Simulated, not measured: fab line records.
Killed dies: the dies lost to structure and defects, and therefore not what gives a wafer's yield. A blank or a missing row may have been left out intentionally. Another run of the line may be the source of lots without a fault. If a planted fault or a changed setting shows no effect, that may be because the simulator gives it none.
Matching of chambers :: flow sky130 :: rie_diel-02 running SKY_FIELD_ISO_ETCH_14: 4 sister chambers
The step etches BARC in N2/H2, stops on SiO2, time 45.9 s, target depth 60 nm. 22 wafers are shown with their chamber, then 11 later ones without.

## WAFERS WITH THEIR CHAMBER
wafer: L077.4
chamber: 2
drypump_motor_current_A (A): 6.5
oes_product_au (a.u.): 0.848
throttle_valve_pct (%): 13.223

wafer: L077.5
chamber: 3
drypump_motor_current_A (A): 5.5
oes_product_au (a.u.): 0.859
throttle_valve_pct (%): 13.226

wafer: L077.6
chamber: 0
drypump_motor_current_A (A): 5.1
oes_product_au (a.u.): 0.845
throttle_valve_pct (%): 13.203

wafer: L080.1
chamber: 1
drypump_motor_current_A (A): 6.3
oes_product_au (a.u.): 0.852
throttle_valve_pct (%): 13.209

wafer: L080.3
chamber: 2
drypump_motor_current_A (A): 6.4
oes_product_au (a.u.): 0.862
throttle_valve_pct (%): 13.224

wafer: L080.4
chamber: 0
drypump_motor_current_A (A): 5.1
oes_product_au (a.u.): 0.859
throttle_valve_pct (%): 13.226

wafer: L081.2
chamber: 1
drypump_motor_current_A (A): 6.3
oes_product_au (a.u.): 0.851
throttle_valve_pct (%): 13.223

wafer: L081.5
chamber: 2
drypump_motor_current_A (A): 6.5
oes_product_au (a.u.): 0.852
throttle_valve_pct (%): 13.221

wafer: L081.6
chamber: 1
drypump_motor_current_A (A): 6.3
oes_product_au (a.u.): 0.847
throttle_valve_pct (%): 13.211

wafer: L083.1
chamber: 1
drypump_motor_current_A (A): 6.3
oes_product_au (a.u.): 0.856
throttle_valve_pct (%): 13.226

wafer: L083.4
chamber: 3
drypump_motor_current_A (A): 5.5
oes_product_au (a.u.): 0.856
throttle_valve_pct (%): 13.246

wafer: L083.5
chamber: 2
drypump_motor_current_A (A): 6.4
oes_product_au (a.u.): 0.858
throttle_valve_pct (%): 13.226

wafer: L085.1
chamber: 2
drypump_motor_current_A (A): 6.4
oes_product_au (a.u.): 0.854
throttle_valve_pct (%): 13.222

wafer: L085.3
chamber: 0
drypump_motor_current_A (A): 5.1
oes_product_au (a.u.): 0.859
throttle_valve_pct (%): 13.223

wafer: L085.6
chamber: 3
drypump_motor_current_A (A): 5.4
oes_product_au (a.u.): 0.860
throttle_valve_pct (%): 13.226

wafer: L087.2
chamber: 1
drypump_motor_current_A (A): 6.3
oes_product_au (a.u.): 0.852
throttle_valve_pct (%): 13.221

wafer: L087.4
chamber: 2
drypump_motor_current_A (A): 6.4
oes_product_au (a.u.): 0.856
throttle_valve_pct (%): 13.212

wafer: L087.5
chamber: 0
drypump_motor_current_A (A): 5.1
oes_product_au (a.u.): 0.851
throttle_valve_pct (%): 13.226

wafer: L090.3
chamber: 0
drypump_motor_current_A (A): 5.1
oes_product_au (a.u.): 0.856
throttle_valve_pct (%): 13.238

wafer: L090.5
chamber: 0
drypump_motor_current_A (A): 5.1
oes_product_au (a.u.): 0.860
throttle_valve_pct (%): 13.223

wafer: L090.6
chamber: 1
drypump_motor_current_A (A): 6.3
oes_product_au (a.u.): 0.849
throttle_valve_pct (%): 13.220

wafer: L091.2
chamber: 1
drypump_motor_current_A (A): 6.3
oes_product_au (a.u.): 0.849
throttle_valve_pct (%): 13.218

SIGNATURES (means of the wafers above)
reading: drypump_motor_current_A
chamber 0: 5.100
chamber 1: 6.300
chamber 2: 6.433
chamber 3: 5.467
scatter within a chamber: 0.0333

reading: oes_product_au
chamber 0: 0.85500
chamber 1: 0.85086
chamber 2: 0.85500
chamber 3: 0.85833
scatter within a chamber: 0.00442

reading: throttle_valve_pct
chamber 0: 13.22317
chamber 1: 13.21829
chamber 2: 13.22133
chamber 3: 13.23267
scatter within a chamber: 0.00837
Rule: a wafer's distance from a chamber is the root of the sum, over the readings, of the square of ((its reading less the chamber's mean) divided by the reading's scatter). If the next closest chamber is less than 2 further off than the closest, the wafer can't be placed; otherwise it belongs to the closest. The scatter: take each reading less its chamber's mean, square it, sum over the shown wafers, divide by the number of wafers less the number of chambers, and take the root.

## WAFERS WITH NO CHAMBER GIVEN
wafer: L091.4
drypump_motor_current_A (A): 5.5
oes_product_au (a.u.): 0.844
throttle_valve_pct (%): 13.233

wafer: L091.5
drypump_motor_current_A (A): 5.1
oes_product_au (a.u.): 0.861
throttle_valve_pct (%): 13.215

wafer: L093.2
drypump_motor_current_A (A): 6.4
oes_product_au (a.u.): 0.846
throttle_valve_pct (%): 13.216

wafer: L093.3
drypump_motor_current_A (A): 6.3
oes_product_au (a.u.): 0.850
throttle_valve_pct (%): 13.241

wafer: L093.5
drypump_motor_current_A (A): 5.5
oes_product_au (a.u.): 0.851
throttle_valve_pct (%): 13.225

wafer: L094.1
drypump_motor_current_A (A): 6.5
oes_product_au (a.u.): 0.856
throttle_valve_pct (%): 13.240

wafer: L094.2
drypump_motor_current_A (A): 5.5
oes_product_au (a.u.): 0.859
throttle_valve_pct (%): 13.226

wafer: L094.6
drypump_motor_current_A (A): 5.1
oes_product_au (a.u.): 0.858
throttle_valve_pct (%): 13.220

wafer: L095.1
drypump_motor_current_A (A): 6.4
oes_product_au (a.u.): 0.853
throttle_valve_pct (%): 13.229

wafer: L095.2
drypump_motor_current_A (A): 5.1
oes_product_au (a.u.): 0.856
throttle_valve_pct (%): 13.228

wafer: L095.3
drypump_motor_current_A (A): 6.3
oes_product_au (a.u.): 0.862
throttle_valve_pct (%): 13.217

## EACH ONE'S CHAMBER
wafer: L091.4
from the rows above: 3
in truth: 3

wafer: L091.5
from the rows above: 0
in truth: 0

wafer: L093.2
from the rows above: can't be placed: 2 or 1
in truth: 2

wafer: L093.3
from the rows above: 1
in truth: 1

wafer: L093.5
from the rows above: 3
in truth: 3

wafer: L094.1
from the rows above: 2
in truth: 2

wafer: L094.2
from the rows above: 3
in truth: 3

wafer: L094.6
from the rows above: 0
in truth: 0

wafer: L095.1
from the rows above: can't be placed: 2 or 1
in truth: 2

wafer: L095.2
from the rows above: 0
in truth: 0

wafer: L095.3
from the rows above: can't be placed: 1 or 2
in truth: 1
Correctly placed: 8 of 11. Cannot be placed on the basis of these rows: 3; the candidates contain the true chamber in 3. Number placed wrongly: 0.
